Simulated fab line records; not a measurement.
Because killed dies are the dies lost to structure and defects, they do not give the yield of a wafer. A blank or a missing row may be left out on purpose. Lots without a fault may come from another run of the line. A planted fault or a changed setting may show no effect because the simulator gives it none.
A single fault, viewed from 2 desks || flow gf180mcu || what lay behind the numbers comes last; until then each desk has only its own

TOOL OWNER'S DESK, plasma_asher-01
The tool's own readings at GF_MVSD_STRIP_10 (strips in O2/N2): means of the sampled wafers that have a number, for each lot that ran on this tool. Marked OUT: a lot whose mean sits more than 4 standard deviations from the usual mean, which makes it out of limits; the brackets give that distance.
Columns: A = drypump_motor_current_A at GF_MVSD_STRIP_10, usual 5.6 A; B = heater_power_w at GF_MVSD_STRIP_10, usual 307 W; C = oes_product_au at GF_MVSD_STRIP_10, usual 0.722 a.u.; D = strip_time_to_endpoint_s at GF_MVSD_STRIP_10, usual 36.98 s
{"lot": "L815", "first seen here": "day 6 07:19", "A": 5.7, "B": 323, "C": 0.719, "D": 37.08}
{"lot": "L819", "first seen here": "day 7 04:41", "A": 5.7, "B": 322, "C": 0.720, "D": 36.93}
{"lot": "L820", "first seen here": "day 7 07:20", "A": 5.7, "B": 319, "C": "0.964 (+53) OUT", "D": "-"}
This desk's verdict: out of limits on L820, starting with L820 at day 7 07:20 (oes_product_au at GF_MVSD_STRIP_10). L815, L819 stayed within limits.

AT THE METROLOGY DESK
What the gauges read for every lot (on any tool): the sampled wafers with a number, averaged. Marked OUT: a lot whose mean sits more than 4 standard deviations from the usual mean, which makes it out of limits; the brackets give that distance.
Columns: A = MVSD_OVL at GF_MVSD_OVL_MEAS_07, usual 0.9 nm; B = MVPSD_TW at GF_MVPSD_TW_MEAS_11, usual 560; C = HV_LDD_02_OVL at GF_HV_LDD_OVL_MEAS_32, usual -1.4 nm
{"lot": "L811", "first seen here": "day 5 03:19", "A": 1.4, "B": 560, "C": -1.3}
{"lot": "L812", "first seen here": "day 5 07:01", "A": -1.3, "B": 562, "C": -2.2}
{"lot": "L814", "first seen here": "day 6 06:35", "A": 0.6, "B": 562, "C": -0.8}
{"lot": "L815", "first seen here": "day 6 06:58", "A": -0.6, "B": 559, "C": -1.6}
{"lot": "L816", "first seen here": "day 6 10:01", "A": 2.9, "B": 563, "C": -1.0}
{"lot": "L818", "first seen here": "day 7 00:54", "A": 2.5, "B": 559, "C": -1.4}
{"lot": "L819", "first seen here": "day 7 04:21", "A": 4.2, "B": 560, "C": -2.8}
{"lot": "L820", "first seen here": "day 7 07:00", "A": 1.4, "B": "531 (-8.6) OUT", "C": 0.6}
{"lot": "L821", "first seen here": "day 7 13:45", "A": 2.9, "B": 555, "C": -0.6}
{"lot": "L824", "first seen here": "day 8 08:46", "A": 2.1, "B": 562, "C": -2.6}
{"lot": "L828", "first seen here": "day 9 07:28", "A": -0.1, "B": 563, "C": 0.6}
{"lot": "L830", "first seen here": "day 9 17:13", "A": 0.8, "B": 555, "C": -4.4}
{"lot": "L831", "first seen here": "day 10 02:56", "A": -0.5, "B": 561, "C": -1.6}
This desk's result: L820 out of limits, first on L820 (MVPSD_TW at GF_MVPSD_TW_MEAS_11), day 7 23:32. L811, L812, L814, L815, L816, L818, L819, L821, L824, L828, L830, L831 stayed within limits.

PUT TOGETHER
An alarm could have come from the tool owner's desk at day 7 07:20, on L820.
L820 would have let the metrology desk raise an alarm at day 7 23:32.
Of the lots named, all ran GF_MVSD_STRIP_10 on plasma_asher-01.

WHAT THE SIMULATOR HAD PUT IN
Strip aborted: plasma_asher-01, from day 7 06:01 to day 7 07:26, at GF_MVSD_STRIP_10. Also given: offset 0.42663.
Struck lots among those shown: L820.
Counting hours from when the fault started, the first reading out of limits came at 1 for the tool owner's desk and at 18 for the metrology desk.
